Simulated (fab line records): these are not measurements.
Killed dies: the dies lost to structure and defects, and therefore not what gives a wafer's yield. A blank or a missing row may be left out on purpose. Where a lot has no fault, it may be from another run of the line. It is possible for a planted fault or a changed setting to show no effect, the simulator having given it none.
fab line records -- flow gf180mcu
record lots=6, wafers=18, last-day=32
route steps=602 shown HV_LDD@200
lots that met no fault: taken from a fault-free run of the same line
start-h: hours from the record's first day to the start of the lot's first wafer shown -- wait-h: hours since the lot's step before -- " identical to the entry in the row above -- L1.1+2: a single row standing in for several wafers -- - either no value or no given start -- * or withheld: withheld -- < > ~ a bound
route shown NAME@n: a module of which the file shows steps, and the number in the route of the first -- usual: the fault-free wafers' mean and standard deviation -- same: alike in all rows -- chamber/n: place in a boat -- sites: the reading at each site -- _std_site: how widely they spread, as a standard deviation -- _edge_site: inner sites' mean taken away from outer sites' mean -- radius-mm: how far each site lies from the wafer's centre -- mask NAME#n: copy n -- behind: the most recent tool/chamber to have shaped the wafer -- hold: why the lot was held/for how many hours/how that ended -- device: which transistor (n, p or np) failed to switch -- end of line: at the end of the route, the tests of the same wafers -- a step without rows: its recipe alone -- killed: count of dies lost to structure and defects at first sort (not the wafer's yield) -- map: dies across one wafer; x = killed, . = not, _ = none there
set.NAME: the setting as run; set.NAME@STEP: as run at that earlier step -- model.NAME: the simulator's own value behind a step, which no gauge read
lots at selected steps of the route; one table per step, one row per wafer
services: from which hour (start-h, from the record's first day; less than 0 if before it) a tool's chamber was out of use, for how many hours, and why
## steps
# step GF_HV_LDD_DEHYDRATE_24
# recipe temp-c=200, time-s=60
# step GF_HV_LDD_HMDS_25
# recipe prime-time-s=60, prime-temp-c=120
# step GF_HV_LDD_COAT_26
# recipe resist=NOVOLAK, spin-rpm=3000, resist-thk-nm=1000
# step GF_HV_LDD_SOFTBAKE_27
# recipe temp-c=90, time-s=60, resist=NOVOLAK
# step GF_HV_LDD_EXPOSE_28
# recipe mask-id=Nplus_HV_AREA, target-cd-nm=400, na=0.6, source-shape=conventional, sigma-outer=0.6, dose-mj=140
# step GF_HV_LDD_PEB_29
# recipe temp-c=withheld, time-s=*, resist=NOVOLAK
# step GF_HV_LDD_DEVELOP_30
# recipe develop-time-s=60, dev-temp-c=23
# step GF_HV_LDD_CD_MEAS_31
# recipe target-cd-nm=400
# usual cd-nm=400.1/2.4
lot.wafer,tool,chamber,start-h,wait-h,cd-nm
L229.4,cd-sem-01,-,264.36,0.1,401.6
L229.5,cd-sem-01,-,264.36,0.1,400.4
L229.6,cd-sem-01,-,264.36,0.1,401.1
L230.2,cd-sem-01,-,280.01,0.1,400.2
L230.3,cd-sem-01,-,280.01,0.1,402.0
L230.4,cd-sem-01,-,280.01,0.1,398.8
L238.2,cd-sem-01,-,337.47,0.1,397.3
L238.3,cd-sem-01,-,337.47,0.1,397.2
L238.4,cd-sem-01,-,337.47,0.1,397.3
L241.2,cd-sem-02,-,361.02,0.1,397.2
L241.3,cd-sem-02,-,361.02,0.1,397.8
L241.5,cd-sem-02,-,361.02,0.1,396.2
L242.1,cd-sem-02,-,373.44,0.1,398.1
L242.2,cd-sem-02,-,373.44,0.1,397.1
L242.3,cd-sem-02,-,373.44,0.1,399.7
L243.2,cd-sem-01,-,375.92,0.1,403.5
L243.3,cd-sem-01,-,375.92,0.1,402.1
L243.4,cd-sem-01,-,375.92,0.1,400.7
# step GF_HV_LDD_OVL_MEAS_32
# usual HV_LDD_02_OVL=0.7/1.7
lot.wafer,tool,chamber,start-h,wait-h,HV_LDD_02_OVL[nm]
L229.4,overlay-01,-,264.44,0.1,2.4
L229.5,overlay-01,-,264.44,0.1,1.6
L229.6,overlay-01,-,264.44,0.1,2.4
L230.2,overlay-01,-,280.12,0.1,0.1
L230.3,overlay-01,-,280.12,0.1,3.5
L230.4,overlay-01,-,280.12,0.1,-1.1
L238.2,overlay-01,-,337.58,0.1,2.2
L238.3,overlay-01,-,337.58,0.1,2.0
L238.4,overlay-01,-,337.58,0.1,0.8
L241.2,overlay-01,-,361.13,0.1,-0.8
L241.3,overlay-01,-,361.13,0.1,0.5
L241.5,overlay-01,-,361.13,0.1,1.2
L242.1,overlay-02,-,373.56,0.1,-0.2
L242.2,overlay-02,-,373.56,0.1,1.3
L242.3,overlay-02,-,373.56,0.1,-2.9
L243.2,overlay-02,-,376.03,0.1,1.2
L243.3,overlay-02,-,376.03,0.1,0.3
L243.4,overlay-02,-,376.03,0.1,-1.1
# step GF_HV_LDD_IMPLANT_33
# recipe species=P, energy-kev=60, dose-cm2=7.5e+12, tilt-deg=30, rotation-deg=0
# step GF_HV_LDD_IMPLANT_34
# recipe species=P, energy-kev=60, dose-cm2=7.5e+12, tilt-deg=30, rotation-deg=90
# step GF_HV_LDD_IMPLANT_35
# recipe species=P, energy-kev=60, dose-cm2=7.5e+12, tilt-deg=30, rotation-deg=180
# step GF_HV_LDD_IMPLANT_36
# recipe species=P, energy-kev=60, dose-cm2=7.5e+12, tilt-deg=30, rotation-deg=270
# usual dose-ions-cm2=7.499e+12/7.9e+09, faraday-current-uA=42.2/0.82, tilt-deg=29.999/0.02
lot.wafer,tool,chamber,start-h,wait-h,dose-ions-cm2,faraday-current-uA,tilt-deg
L229.4,implanter-01,0,264.99,0.1,4.1766e+13,237.9,30.013
L229.5,implanter-01,0,264.99,0.1,4.1755e+13,233.7,30.027
L229.6,implanter-01,0,264.99,0.1,4.1769e+13,237.0,30.036
L230.2,implanter-01,0,280.62,0.1,4.1772e+13,240.0,29.999
L230.3,implanter-01,0,280.62,0.1,4.1764e+13,233.9,29.983
L230.4,implanter-01,0,280.62,0.1,4.1766e+13,235.9,30.023
L238.2,implanter-01,0,338.08,0.1,7.52e+12,41.0,29.975
L238.3,implanter-01,0,338.08,0.1,7.515e+12,43.2,30.005
L238.4,implanter-01,0,338.08,0.1,7.503e+12,41.1,29.978
L241.2,implanter-02,0,361.63,0.1,7.506e+12,41.3,30.030
L241.3,implanter-02,0,361.63,0.1,7.503e+12,42.2,30.016
L241.5,implanter-02,0,361.63,0.1,7.492e+12,43.2,30.024
L242.1,implanter-01,0,374.05,0.1,7.508e+12,40.8,30.009
L242.2,implanter-01,0,374.05,0.1,7.518e+12,42.2,29.998
L242.3,implanter-01,0,374.05,0.1,7.515e+12,42.5,29.988
L243.2,implanter-03,0,376.53,0.1,7.497e+12,42.3,30.018
L243.3,implanter-03,0,376.53,0.1,7.492e+12,42.4,30.002
L243.4,implanter-03,0,376.53,0.1,7.501e+12,42.4,30.009
# step GF_HV_LDD_STRIP_37
# recipe chemistry=O2/N2, power-w=1400, pressure-mtorr=1500, platen-temp-c=250, o2-flow-sccm=3000, n2-flow-sccm=300, overash-fraction=0.5
# usual drypump-motor-current-A=5.7/0.46, heater-power-w=304/21, oes-product-au=0.716/0.0045, strip-time-to-endpoint-s=12.64/0.032
lot.wafer,tool,chamber,start-h,wait-h,drypump-motor-current-A,heater-power-w,oes-product-au,rf-hours-counter-h,strip-time-to-endpoint-s
L229.4,plasma-asher-02,0,265.09,0.1,5.7,265,0.715,-,12.58
L229.5,plasma-asher-02,1,265.09,0.1,5.3,307,0.717,-,12.62
L229.6,plasma-asher-02,0,265.09,0.1,5.6,272,0.721,-,12.56
L230.2,plasma-asher-02,1,280.75,0.1,5.3,311,0.719,18,12.59
L230.3,plasma-asher-02,1,280.75,0.1,5.3,310,0.719,-,12.58
L230.4,plasma-asher-02,0,280.75,0.1,5.7,259,0.710,-,12.60
L238.2,plasma-asher-01,0,338.21,0.1,6.6,304,0.700,70,12.63
L238.3,plasma-asher-01,0,338.21,0.1,6.6,311,0.716,-,12.58
L238.4,plasma-asher-01,1,338.21,0.1,5.2,339,0.715,-,12.58
L241.2,plasma-asher-01,0,361.76,0.1,6.6,307,0.715,72,12.69
L241.3,plasma-asher-01,0,361.76,0.1,6.5,311,0.710,-,12.65
L241.5,plasma-asher-01,0,361.76,0.1,6.6,313,0.713,-,12.65
L242.1,plasma-asher-03,1,374.20,0.1,5.5,307,0.718,61,12.63
L242.2,plasma-asher-03,0,374.20,0.1,5.5,298,0.721,61,12.61
L242.3,plasma-asher-03,0,374.20,0.1,5.6,290,0.712,-,12.59
L243.2,plasma-asher-03,1,376.66,0.1,5.5,306,0.718,62,12.65
L243.3,plasma-asher-03,1,376.66,0.1,5.5,301,0.714,-,12.63
L243.4,plasma-asher-03,0,376.66,0.1,5.6,289,0.718,-,12.63
# step GF_HV_LDD_TW_MEAS_38
# usual HV_LDD_3_TW=1444/15
lot.wafer,tool,chamber,start-h,wait-h,hold,HV_LDD_3_TW
L229.4,film-metro-04,-,265.19,0.1,await-dispo/0.2h/release,1861
L229.5,film-metro-04,-,265.19,0.1,await-dispo/0.2h/release,1861
L229.6,film-metro-04,-,265.19,0.1,await-dispo/0.2h/release,1864
L229.4,film-metro-04,-,265.42,0.2,-,1869
L229.5,film-metro-04,-,265.42,0.2,-,1861
L229.6,film-metro-04,-,265.42,0.2,-,1869
L230.2,film-metro-03,-,280.86,0.1,await-dispo/0.2h/release,1828
L230.3,film-metro-03,-,280.86,0.1,await-dispo/0.2h/release,1821
L230.4,film-metro-03,-,280.86,0.1,await-dispo/0.2h/release,1815
L230.2,film-metro-03,-,281.08,0.2,-,1826
L230.3,film-metro-03,-,281.08,0.2,-,1820
L230.4,film-metro-03,-,281.08,0.2,-,1820
L238.2,film-metro-03,-,338.32,0.1,-,1432
L238.3,film-metro-03,-,338.32,0.1,-,1441
L238.4,film-metro-03,-,338.32,0.1,-,1437
L241.2,film-metro-04,-,361.87,0.1,-,1456
L241.3,film-metro-04,-,361.87,0.1,-,1464
L241.5,film-metro-04,-,361.87,0.1,-,1463
L242.1,film-metro-04,-,374.30,0.1,-,1458
L242.2,film-metro-04,-,374.30,0.1,-,1460
L242.3,film-metro-04,-,374.30,0.1,-,1465
L243.2,film-metro-02,-,376.77,0.1,-,1434
L243.3,film-metro-02,-,376.77,0.1,-,1434
L243.4,film-metro-02,-,376.77,0.1,-,1429
# step GF_HV_LDD_HMDS_40
# recipe prime-time-s=60, prime-temp-c=120
# step GF_HV_LDD_COAT_41
# recipe resist=NOVOLAK, spin-rpm=3000, resist-thk-nm=1000
# step GF_HV_LDD_SOFTBAKE_42
# recipe temp-c=90, time-s=60, resist=NOVOLAK
# step GF_HV_LDD_EXPOSE_43
# recipe mask-id=Pplus_HV_AREA, target-cd-nm=400, na=0.6, source-shape=conventional, sigma-outer=0.6, dose-mj=140
# step GF_HV_LDD_PEB_44
# recipe temp-c=withheld, time-s=*, resist=NOVOLAK
# step GF_HV_LDD_DEVELOP_45
# recipe develop-time-s=62.17, dev-temp-c=23
# step GF_HV_LDD_CD_MEAS_46
# recipe target-cd-nm=400
# usual cd-nm=402.9/2.1
lot.wafer,tool,chamber,start-h,wait-h,cd-nm
L229.4,cd-sem-02,-,284.41,0.1,403.8
L229.5,cd-sem-02,-,284.41,0.1,400.6
L229.6,cd-sem-02,-,284.41,0.1,402.9
L230.2,cd-sem-01,-,300.44,0.1,405.1
L230.3,cd-sem-01,-,300.44,0.1,403.0
L230.4,cd-sem-01,-,300.44,0.1,403.9
L238.2,cd-sem-01,-,359.26,0.1,402.5
L238.3,cd-sem-01,-,359.26,0.1,404.2
L238.4,cd-sem-01,-,359.26,0.1,401.1
L241.2,cd-sem-02,-,383.26,0.1,403.6
L241.3,cd-sem-02,-,383.26,0.1,404.2
L241.5,cd-sem-02,-,383.26,0.1,402.7
L242.1,cd-sem-02,-,396.69,0.1,402.0
L242.2,cd-sem-02,-,396.69,0.1,404.3
L242.3,cd-sem-02,-,396.69,0.1,402.3
L243.2,cd-sem-01,-,398.82,0.1,402.2
L243.3,cd-sem-01,-,398.82,0.1,403.1
L243.4,cd-sem-01,-,398.82,0.1,403.1
# step GF_HV_LDD_OVL_MEAS_47
# usual HV_LDD_03_OVL=0.7/1.3
lot.wafer,tool,chamber,start-h,wait-h,HV_LDD_03_OVL[nm]
L229.4,overlay-01,-,284.49,0.1,1.2
L229.5,overlay-01,-,284.49,0.1,0.4
L229.6,overlay-01,-,284.49,0.1,1.4
L230.2,overlay-01,-,300.55,0.1,-0.6
L230.3,overlay-01,-,300.55,0.1,0.2
L230.4,overlay-01,-,300.55,0.1,0.2
L238.2,overlay-01,-,359.37,0.1,-0.9
L238.3,overlay-01,-,359.37,0.1,0.9
L238.4,overlay-01,-,359.37,0.1,-0.3
L241.2,overlay-01,-,383.37,0.1,-0.1
L241.3,overlay-01,-,383.37,0.1,0.9
L241.5,overlay-01,-,383.37,0.1,-0.7
L242.1,overlay-01,-,396.81,0.1,2.2
L242.2,overlay-01,-,396.81,0.1,0.3
L242.3,overlay-01,-,396.81,0.1,2.7
L243.2,overlay-02,-,398.93,0.1,1.8
L243.3,overlay-02,-,398.93,0.1,-0.6
L243.4,overlay-02,-,398.93,0.1,1.0
# step GF_HV_LDD_IMPLANT_48
# recipe species=B, energy-kev=25, dose-cm2=3e+13, tilt-deg=7
# step GF_HV_LDD_STRIP_49
# recipe chemistry=O2/N2, power-w=1400, pressure-mtorr=1500, platen-temp-c=250, o2-flow-sccm=3000, n2-flow-sccm=300, overash-fraction=0.5
# usual drypump-motor-current-A=5.6/0.42, heater-power-w=300/23, oes-product-au=0.716/0.0046, strip-time-to-endpoint-s=12.63/0.038
lot.wafer,tool,chamber,start-h,wait-h,drypump-motor-current-A,heater-power-w,oes-product-au,rf-hours-counter-h,strip-time-to-endpoint-s
L229.4,plasma-asher-02,1,284.69,0.1,5.3,307,0.720,-,12.68
L229.5,plasma-asher-02,1,284.69,0.1,5.3,309,0.714,-,12.64
L229.6,plasma-asher-02,0,284.69,0.1,5.7,268,0.719,-,12.64
L230.2,plasma-asher-01,0,300.73,0.1,6.6,310,0.711,65,12.63
L230.3,plasma-asher-01,1,300.73,0.1,5.2,340,0.714,-,12.65
L230.4,plasma-asher-01,0,300.73,0.1,6.6,313,0.716,-,12.67
L238.2,plasma-asher-02,0,359.55,0.1,5.6,263,0.711,25,12.71
L238.3,plasma-asher-02,0,359.55,0.1,5.6,263,0.716,-,12.69
L238.4,plasma-asher-02,1,359.55,0.1,5.3,308,0.716,-,12.68
L241.2,plasma-asher-01,1,383.55,0.1,5.2,342,0.712,75,12.66
L241.3,plasma-asher-01,0,383.55,0.1,6.5,310,0.714,-,12.64
L241.5,plasma-asher-01,0,383.55,0.1,6.6,315,0.711,-,12.64
L242.1,plasma-asher-01,1,397.00,0.1,5.2,331,0.713,76,12.61
L242.2,plasma-asher-01,0,397.00,0.1,6.6,310,0.720,76,12.63
L242.3,plasma-asher-01,1,397.00,0.1,5.2,337,0.722,-,12.60
L243.2,plasma-asher-02,0,399.11,0.1,5.6,270,0.715,29,12.65
L243.3,plasma-asher-02,1,399.11,0.1,5.4,309,0.722,-,12.63
L243.4,plasma-asher-02,0,399.11,0.1,5.6,266,0.717,-,12.63
# step GF_HV_LDD_TW_MEAS_50
# usual HV_LDD_4_TW=574/6.5
lot.wafer,tool,chamber,start-h,wait-h,HV_LDD_4_TW
L229.4,film-metro-03,-,284.79,0.1,568
L229.5,film-metro-03,-,284.79,0.1,568
L229.6,film-metro-03,-,284.79,0.1,569
L230.2,film-metro-03,-,300.84,0.1,570
L230.3,film-metro-03,-,300.84,0.1,563
L230.4,film-metro-03,-,300.84,0.1,564
L238.2,film-metro-02,-,359.66,0.1,566
L238.3,film-metro-02,-,359.66,0.1,568
L238.4,film-metro-02,-,359.66,0.1,568
L241.2,film-metro-04,-,383.66,0.1,579
L241.3,film-metro-04,-,383.66,0.1,582
L241.5,film-metro-04,-,383.66,0.1,580
L242.1,film-metro-02,-,397.10,0.1,567
L242.2,film-metro-02,-,397.10,0.1,565
L242.3,film-metro-02,-,397.10,0.1,571
L243.2,film-metro-04,-,399.22,0.1,578
L243.3,film-metro-04,-,399.22,0.1,581
L243.4,film-metro-04,-,399.22,0.1,580
# step GF_HV_LDD_CLEAN_51
# recipe chemistry=SC1/SC2, mix=1:4:20, temp-c=70, time-s=150, dry=n2-spin
# step GF_HV_LDD_RTA_52
# recipe temp-c=1000, time-s=10, ambient=N2
# usual lamp-power-pct=33.51/0.23, wafer_temp_C_max=1003.7/0.73
lot.wafer,tool,chamber,start-h,wait-h,lamp-power-pct,wafer_temp_C_max
L229.4,rtp-anneal-01,0,284.90,0.0,33.74,1002.8
L229.5,rtp-anneal-01,0,284.90,0.0,33.71,1003.7
L229.6,rtp-anneal-01,0,284.90,0.0,33.73,1002.4
L230.2,rtp-anneal-01,0,300.95,0.0,33.74,1003.1
L230.3,rtp-anneal-01,0,300.95,0.0,33.68,1003.6
L230.4,rtp-anneal-01,0,300.95,0.0,33.74,1003.7
L238.2,rtp-anneal-01,0,359.77,0.0,33.72,1004.4
L238.3,rtp-anneal-01,0,359.77,0.0,33.76,1003.2
L238.4,rtp-anneal-01,0,359.77,0.0,33.76,1004.1
L241.2,rtp-anneal-02,0,383.77,0.0,33.29,1003.4
L241.3,rtp-anneal-02,0,383.77,0.0,33.29,1003.6
L241.5,rtp-anneal-02,0,383.77,0.0,33.31,1003.1
L242.1,rtp-anneal-02,0,397.21,0.0,33.25,1003.6
L242.2,rtp-anneal-02,0,397.21,0.0,33.26,1004.1
L242.3,rtp-anneal-02,0,397.21,0.0,33.27,1003.4
L243.2,rtp-anneal-01,0,399.33,0.0,33.73,1003.3
L243.3,rtp-anneal-01,0,399.33,0.0,33.73,1002.5
L243.4,rtp-anneal-01,0,399.33,0.0,33.68,1003.9
# step GF_HV_LDD_RS_MEAS_53
# recipe thk-meas-gauge=four-point-probe
# usual HV_LDD_RS=418.2/0.95
lot.wafer,tool,chamber,start-h,wait-h,hold,HV_LDD_RS[ohm/sq]
L229.4,film-metro-04,-,285.00,0.1,await-dispo/0.2h/release,345.3
L229.5,film-metro-04,-,285.00,0.1,await-dispo/0.2h/release,345.3
L229.6,film-metro-04,-,285.00,0.1,await-dispo/0.2h/release,345.7
L229.4,film-metro-04,-,285.31,0.3,-,345.8
L229.5,film-metro-04,-,285.31,0.3,-,345.6
L229.6,film-metro-04,-,285.31,0.3,-,345.9
L230.2,film-metro-02,-,301.02,0.1,await-dispo/0.2h/release,345.2
L230.3,film-metro-02,-,301.02,0.1,await-dispo/0.2h/release,345.5
L230.4,film-metro-02,-,301.02,0.1,await-dispo/0.2h/release,345.3
L230.2,film-metro-02,-,301.31,0.3,-,345.7
L230.3,film-metro-02,-,301.31,0.3,-,345.7
L230.4,film-metro-02,-,301.31,0.3,-,344.6
L238.2,film-metro-02,-,359.84,0.1,-,418.1
L238.3,film-metro-02,-,359.84,0.1,-,419.2
L238.4,film-metro-02,-,359.84,0.1,-,418.3
L241.2,film-metro-02,-,383.85,0.1,-,418.5
L241.3,film-metro-02,-,383.85,0.1,-,418.2
L241.5,film-metro-02,-,383.85,0.1,-,418.1
L242.1,film-metro-02,-,397.28,0.1,-,418.4
L242.2,film-metro-02,-,397.28,0.1,-,417.9
L242.3,film-metro-02,-,397.28,0.1,-,418.1
L243.2,film-metro-04,-,399.40,0.1,-,417.0
L243.3,film-metro-04,-,399.40,0.1,-,415.8
L243.4,film-metro-04,-,399.40,0.1,-,417.3
## services
tool,chamber,start-h,hours,kind
rtp-anneal-02,-,241.90,4.4,pm
plasma-asher-03,-,283.11,2.0,repair
plasma-asher-01,-,295.55,0.8,repair
implanter-02,-,296.39,5.9,pm
implanter-01,-,296.60,3.9,pm
implanter-01,-,308.17,4.0,repair
rtp-anneal-01,-,308.32,3.7,pm
plasma-asher-02,-,312.01,14.6,pm
plasma-asher-02,-,326.61,2.8,pm
implanter-03,-,343.54,2.2,repair
implanter-01,-,348.57,2.9,repair
plasma-asher-03,-,350.75,0.9,repair
plasma-asher-03,-,356.29,1.5,repair
plasma-asher-03,-,361.43,0.4,repair
implanter-02,-,363.01,1.4,repair
implanter-03,-,368.67,3.3,repair
implanter-02,-,376.64,0.7,repair
implanter-03,-,377.28,41.2,pm
implanter-01,-,392.31,1.5,repair
## key
first-sign step=GF_HV_LDD_IMPLANT_36, reading=dose-ions-cm2, direction=up, sigmas=99+, usual=7.499e+12, struck=4.1765e+13
effect step=GF_HV_LDD_IMPLANT_36, reading=faraday-current-uA, direction=up, sigmas=99+, usual=42.2, struck=236.4
effect step=GF_HV_LDD_TW_MEAS_38, reading=visit, direction=added
effect step=GF_HV_LDD_TW_MEAS_38, reading=HV_LDD_3_TW, direction=up, sigmas=26, usual=1444, struck=1842
effect step=GF_HV_LDD_RS_MEAS_53, reading=visit, direction=added
effect step=GF_HV_LDD_RS_MEAS_53, reading=HV_LDD_RS, direction=down, sigmas=77, usual=418.2, struck=345.4
met-at GF_HV_LDD_IMPLANT_36
struck-wafers L229.4,L229.5,L229.6,L230.2,L230.3,L230.4
scrapped-behind GF_HV_LDD_RS_MEAS_53 L229.4,L229.5,L229.6,L230.2,L230.3,L230.4
fault kind=process-parameter-drift, tool=implanter-01, chamber=-, onset-h=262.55, steps=GF_HV_LDD_IMPLANT_36, channel=dose-cm2, offset=3.4269e+13, shape=step, end-h=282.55, acts-in=these-recipes-only, stated=7.5e+12
